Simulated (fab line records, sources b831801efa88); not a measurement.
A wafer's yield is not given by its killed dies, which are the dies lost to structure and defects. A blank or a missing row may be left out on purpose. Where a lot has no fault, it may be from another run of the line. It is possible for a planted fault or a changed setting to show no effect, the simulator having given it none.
Which tool did it? -- flow sky130 -- Sampling: 24 lots, 72 wafers, 4 of 708 route steps

WHAT EACH GAUGE READ, for each wafer
SKY_VIA1_RS_MEAS_22: a four-point-probe measurement. Usual: VIA1_W_RS gives 0.433 ohm/sq (standard deviation 0.0047).
lot,measured,on,VIA1_W_RS (ohm/sq),flag
L074,day 33 18:45,filmMetro-03,0.440 0.436 0.438,
L075,day 34 03:52,filmMetro-02,0.431 0.434 0.437,
L076,day 34 08:13,filmMetro-03,0.432 0.439 0.432,
L077,day 34 21:47,filmMetro-02,0.434 0.437 0.438,
L078,day 35 06:33,filmMetro-02,0.434 0.434 0.434,
L079,day 35 07:14,filmMetro-03,0.432 0.429 0.428,
L080,day 36 00:40,filmMetro-02,0.430 0.432 0.439,
L081,day 36 07:52,filmMetro-03,0.430 0.427 0.430,
L082,day 36 12:52,filmMetro-02,0.429 0.433 0.431,
L083,day 36 22:21,filmMetro-02,0.434 0.431 0.437,
L084,day 37 05:23,filmMetro-02,0.439 0.436 0.439,
L085,day 37 13:54,filmMetro-02,0.437 0.431 0.434,
L086,day 37 23:56,filmMetro-01,0.419 0.426 0.427,
L087,day 38 12:07,filmMetro-03,0.428 0.426 0.429,
L089,day 38 16:01,filmMetro-01,0.434 0.431 0.431,
L088,day 38 18:40,filmMetro-01,0.434 0.431 0.428,
L091,day 39 11:22,filmMetro-03,0.428 0.432 0.420,
L092,day 39 14:13,filmMetro-02,0.433 0.438 0.431,
L090,day 39 14:53,filmMetro-02,0.431 0.438 0.425,
L093,day 39 20:31,filmMetro-03,0.434 0.437 0.440,
L094,day 40 03:14,filmMetro-03,0.433 0.431 0.440,
L095,day 40 12:19,filmMetro-03,0.439 0.438 0.436,
L096,day 40 15:32,filmMetro-03,0.441 0.440 0.436,
L097,day 40 22:04,filmMetro-01,0.428 0.424 0.421,

SKY_VIA2_THK_MEAS_01. Usual: VIA2_HDPCVD_THK gives 1186 nm (standard deviation 13).
lot,measured,on,VIA2_HDPCVD_THK (nm),flag
L074,day 34 23:23,filmMetro-03,1179 1188 1177,
L075,day 35 08:20,filmMetro-03,1165 1187 1165,
L076,day 35 12:07,filmMetro-04,1169 1188 1179,
L077,day 36 02:32,filmMetro-04,1183 1205 1198,
L078,day 36 10:52,filmMetro-03,1189 1203 1182,
L079,day 36 11:49,filmMetro-03,1214 1192 1192,
L080,day 37 04:22,filmMetro-03,1170 1173 1169,
L081,day 37 12:10,filmMetro-04,1196 1204 1177,
L082,day 37 16:55,filmMetro-01,1194 1204 1183,
L083,day 38 02:22,filmMetro-03,1180 1186 1169,
L084,day 38 09:49,filmMetro-01,1208 1198 1214,
L085,day 38 18:20,filmMetro-04,1178 1187 1197,
L086,day 39 03:16,filmMetro-04,1155 1163 1167,
L087,day 39 15:31,filmMetro-04,1184 1183 1198,
L089,day 39 18:35,filmMetro-04,1191 1167 1169,
L088,day 39 21:54,filmMetro-03,1189 1185 1193,
L091,day 40 14:07,filmMetro-04,1184 1176 1179,
L092,day 40 16:46,filmMetro-01,1200 1194 1182,
L090,day 40 17:29,filmMetro-01,1180 1203 1202,
L093,day 40 23:13,filmMetro-03,1194 1183 1198,
L094,day 41 05:39,filmMetro-04,1177 1171 1179,
L095,day 41 13:25,filmMetro-03,1181 1173 1189,
L096,day 41 17:23,filmMetro-03,1173 1178 1187,
L097,day 41 23:41,filmMetro-04,1168 1181 1173,

EACH LOT AND THE TOOL THAT RAN IT (in order: tool; ch and the chambers of the sampled wafers; start)
lot,SKY_METAL1_STRIP_20,SKY_METAL2_STRIP_20
L074,"plasmaAsher-03 ch 0,1, day 32 13:28","plasmaAsher-03 ch 0,1, day 34 22:40"
L075,"plasmaAsher-03 ch 0,1, day 32 23:16","plasmaAsher-02 ch 1, day 35 07:37"
L076,"plasmaAsher-03 ch 0,1, day 33 03:13","plasmaAsher-02 ch 0,1, day 35 11:22"
L077,"plasmaAsher-03 ch 0,1, day 33 16:43","plasmaAsher-02 ch 0,1, day 36 01:48"
L078,"plasmaAsher-02 ch 1, day 34 01:37","plasmaAsher-01 ch 0,1, day 36 10:08"
L079,"plasmaAsher-03 ch 0,1, day 34 02:43","plasmaAsher-02 ch 1, day 36 11:06"
L080,"plasmaAsher-04 ch 0,1, day 34 19:27","plasmaAsher-02 ch 0,1, day 37 03:34"
L081,"plasmaAsher-02 ch 0,1, day 35 03:16","plasmaAsher-01 ch 0,1, day 37 11:27"
L082,"plasmaAsher-02 ch 0,1, day 35 08:08","plasmaAsher-03 ch 0,1, day 37 16:12"
L083,"plasmaAsher-04 ch 0,1, day 35 18:09","plasmaAsher-03 ch 0,1, day 38 01:37"
L084,"plasmaAsher-04 ch 0,1, day 36 01:01","plasmaAsher-01 ch 0,1, day 38 09:04"
L085,"plasmaAsher-02 ch 0,1, day 36 09:34","plasmaAsher-01 ch 0, day 38 17:37"
L086,"plasmaAsher-04 ch 0,1, day 36 19:57","plasmaAsher-03 ch 0,1, day 39 02:30"
L087,"plasmaAsher-04 ch 0,1, day 37 08:06","plasmaAsher-02 ch 0,1, day 39 14:47"
L089,"plasmaAsher-04 ch 0,1, day 37 12:19","plasmaAsher-01 ch 0,1, day 39 17:52"
L088,"plasmaAsher-03 ch 0,1, day 37 14:18","plasmaAsher-03 ch 0,1, day 39 21:12"
L091,"plasmaAsher-02 ch 0,1, day 38 07:49","plasmaAsher-01 ch 0,1, day 40 13:25"
L092,"plasmaAsher-03 ch 0,1, day 38 10:19","plasmaAsher-02 ch 0,1, day 40 16:04"
L090,"plasmaAsher-04 ch 0,1, day 38 11:27","plasmaAsher-02 ch 0,1, day 40 16:46"
L093,"plasmaAsher-04 ch 0,1, day 38 17:22","plasmaAsher-02 ch 0,1, day 40 22:30"
L094,"plasmaAsher-03 ch 0,1, day 39 00:16","plasmaAsher-01 ch 0,1, day 41 04:55"
L095,"plasmaAsher-04 ch 0,1, day 39 10:07","plasmaAsher-01 ch 0,1, day 41 12:40"
L096,"plasmaAsher-03 ch 0,1, day 39 12:04","plasmaAsher-03 ch 0,1, day 41 16:40"
L097,"plasmaAsher-02 ch 0,1, day 39 20:04","plasmaAsher-01 ch 0, day 41 22:58"
- SKY_METAL1_STRIP_20: strips in O2/N2.
- SKY_METAL2_STRIP_20: strips in O2/N2.

WHAT THE TOOLS THEMSELVES READ (means of the sampled wafers that have a number; where no wafer has one, the mark that the record gives instead)
SKY_METAL1_STRIP_20. Usual: drypumpMotorCurrentA 6.12 A, standard deviation 0.29; oesProductAu 0.342 a.u., standard deviation 0.005; stripTimeToEndpointS 2.69 s, standard deviation 0.057.
lot,tool,drypumpMotorCurrentA (A),oesProductAu (a.u.),stripTimeToEndpointS (s),flag
L074,plasmaAsher-03,6.22,0.341,2.69,
L075,plasmaAsher-03,6.26,0.346,2.78,
L076,plasmaAsher-03,6.23,0.342,2.65,
L077,plasmaAsher-03,6.23,0.350,2.78,
L078,plasmaAsher-02,6.08,0.343,2.65,
L079,plasmaAsher-03,6.27,0.347,2.71,
L080,plasmaAsher-04,5.81,0.346,2.76,
L081,plasmaAsher-02,6.48,0.335,2.66,
L082,plasmaAsher-02,6.27,0.341,2.74,
L083,plasmaAsher-04,5.79,0.342,2.66,
L084,plasmaAsher-04,5.80,0.341,2.68,
L085,plasmaAsher-02,6.49,0.345,2.64,
L086,plasmaAsher-04,5.80,0.342,2.72,
L087,plasmaAsher-04,5.80,0.349,2.73,
L089,plasmaAsher-04,5.85,0.343,2.68,
L088,plasmaAsher-03,6.26,0.340,2.60,
L091,plasmaAsher-02,6.49,0.341,2.75,
L092,plasmaAsher-03,6.25,0.337,2.59,
L090,plasmaAsher-04,5.85,0.342,2.70,
L093,plasmaAsher-04,5.80,0.339,2.70,
L094,plasmaAsher-03,6.23,0.343,2.77,
L095,plasmaAsher-04,5.85,0.341,2.75,
L096,plasmaAsher-03,6.21,0.343,2.60,
L097,plasmaAsher-02,6.27,0.342,2.64,

SKY_METAL2_STRIP_20. Usual: drypumpMotorCurrentA 6.28 A, standard deviation 0.23; oesProductAu 0.344 a.u., standard deviation 0.005; stripTimeToEndpointS 2.73 s, standard deviation 0.054.
lot,tool,drypumpMotorCurrentA (A),oesProductAu (a.u.),stripTimeToEndpointS (s),flag
L074,plasmaAsher-03,6.27,0.340,2.64,
L075,plasmaAsher-02,6.06,0.343,2.66,
L076,plasmaAsher-02,6.28,0.343,2.72,
L077,plasmaAsher-02,6.28,0.344,2.69,
L078,plasmaAsher-01,6.13,0.348,2.75,
L079,plasmaAsher-02,6.06,0.347,2.75,
L080,plasmaAsher-02,6.28,0.344,2.73,
L081,plasmaAsher-01,6.14,0.344,2.77,
L082,plasmaAsher-03,6.24,0.351,2.76,
L083,plasmaAsher-03,6.24,0.344,2.74,
L084,plasmaAsher-01,6.27,0.346,2.73,
L085,plasmaAsher-01,6.06,0.348,2.76,
L086,plasmaAsher-03,6.22,0.351,2.78,
L087,plasmaAsher-02,6.48,0.345,2.74,
L089,plasmaAsher-01,6.25,0.340,2.72,
L088,plasmaAsher-03,6.21,0.348,2.77,
L091,plasmaAsher-01,6.15,0.343,2.74,
L092,plasmaAsher-02,6.28,0.349,2.71,
L090,plasmaAsher-02,6.48,0.346,2.80,
L093,plasmaAsher-02,6.49,0.340,2.68,
L094,plasmaAsher-01,6.15,0.340,2.69,
L095,plasmaAsher-01,6.25,0.349,2.74,
L096,plasmaAsher-03,6.24,0.341,2.60,
L097,plasmaAsher-01,6.04,0.338,2.65,

THE ANSWER, worked out from the rows above alone
Rule: a lot is off if the mean of its wafers that have a number lies more than 3 standard deviations from the usual mean. Also off: a lot with no number at a reading for which 4 or more lots have one. The other lots that the step has rows for count as sound. After the gauges, taken in route order, come the tools' own readings; for these a lot's mean is taken, as printed above. The first step at which some lot is off is used, and at that step the reading that is off furthest; a lot without a number counts as furthest.
No lot is off at any reading shown: from this, nothing can be told.

WHAT THE SIMULATOR HAD PUT IN
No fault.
